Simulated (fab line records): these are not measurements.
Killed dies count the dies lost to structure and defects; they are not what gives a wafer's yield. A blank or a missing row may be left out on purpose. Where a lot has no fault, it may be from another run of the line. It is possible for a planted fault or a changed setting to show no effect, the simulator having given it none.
Problem report, 8D (eight disciplines) form, completed by code | flow sky130 | the parts of the form that need people (team, actions taken, sign-off) are left out

1. THE ISSUE
Mean LDD_LDN_TW at SKY_LDD_LDN_TW_MEAS_13: 1363 over 6 wafers in 2 lots; fault-free wafers: 1477, standard deviation 8.5. Measured from the usual mean, that is -13 standard deviations.
First observed at day 27 04:50: wafer L343.1, on filmMetro-04. At this step, 36 wafers from 12 lots have a number in the record. By rule, "out" or "out of limits" means more than 4 standard deviations away from the usual mean. All remaining wafers that have a number are taken as sound.

2. WHAT IT IS; WHAT IT IS NOT
question                    | is                         | is not
which readings at this step | LDD_LDN_TW                 | -
which lots                  | L343, L344                 | L330, L332, L333, L334, L337, L339, L340, L351, L352, L353
which wafers of those lots  | all that have a number     | -
read on which gauges        | filmMetro-03, filmMetro-04 | filmMetro-01
when                        | from day 27 04:50          | up to then (21 sound wafers); but 9 sound wafers of L351, L352, L353 came after

3. THE SUSPECTS, EACH WITH WHAT RULES IT OUT
Counting: a tool at a process step up to the reading stays a suspect if it ran every lot that is out and no sound lot after the first of them.
- ruled out: the gauge at SKY_LDD_LDN_TW_MEAS_13. 2 gauges (filmMetro-03, filmMetro-04) read the wafers that are out.
- implanter-02 at SKY_LDD_LDN_IMPLANT_08: ruled out as a lasting fault. After its first lot that is out, L343 (day 27 04:08), sound lots L353 ran on it.
Left after counting: nothing in the record.

4. THE CAUSE (what the simulator had put in)
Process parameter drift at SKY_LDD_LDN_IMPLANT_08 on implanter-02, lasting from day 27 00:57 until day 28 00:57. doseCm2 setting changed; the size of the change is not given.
It was ruled out by counting, in error; the rule expects a fault to strike all lots run on its tool from its start on, and this fault did not.

5. THE CHAIN OF EFFECTS, in route order
Each row: a reading where the mean over the struck wafers with a number is more than 3 standard deviations away from the usual. Scope: only readings with a usual standard deviation given in the record; hours: median across lots of the time from each lot's start at the first step in this table that gives one to its start at this step; sigmas: change in usual standard deviations.
hours | step                   | reading          | usual      | on struck wafers | change      | sigmas
0     | SKY_LDD_LDN_IMPLANT_08 | doseIonsCm2      | 1.2504e+13 | 1.2660e+12       | -1.1238e+13 | -99 or more
0     | SKY_LDD_LDN_IMPLANT_08 | faradayCurrentUA | 70.6       | 7.1              | -63.5       | -42
1     | SKY_LDD_LDN_TW_MEAS_13 | LDD_LDN_TW       | 1477       | 1363             | -114        | -13
Process steps it contains:
- SKY_LDD_LDN_IMPLANT_08
Later measuring or inspecting steps at which every struck wafer that the step has a row for has a number for every such reading, and none has moved that far: SKY_SPACER_THK_MEAS_01.

6. WHAT WOULD HAVE CAUGHT IT SOONER
4 hours passed between the start of the fault at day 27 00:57 and the first reading out of limits at a measuring or inspecting step in this record, taken at day 27 04:50.
Tool's own readings at SKY_LDD_LDN_IMPLANT_08, doseIonsCm2, faradayCurrentUA: out on all struck wafers the step has rows for; an alarm limit on them would have tripped on the first.
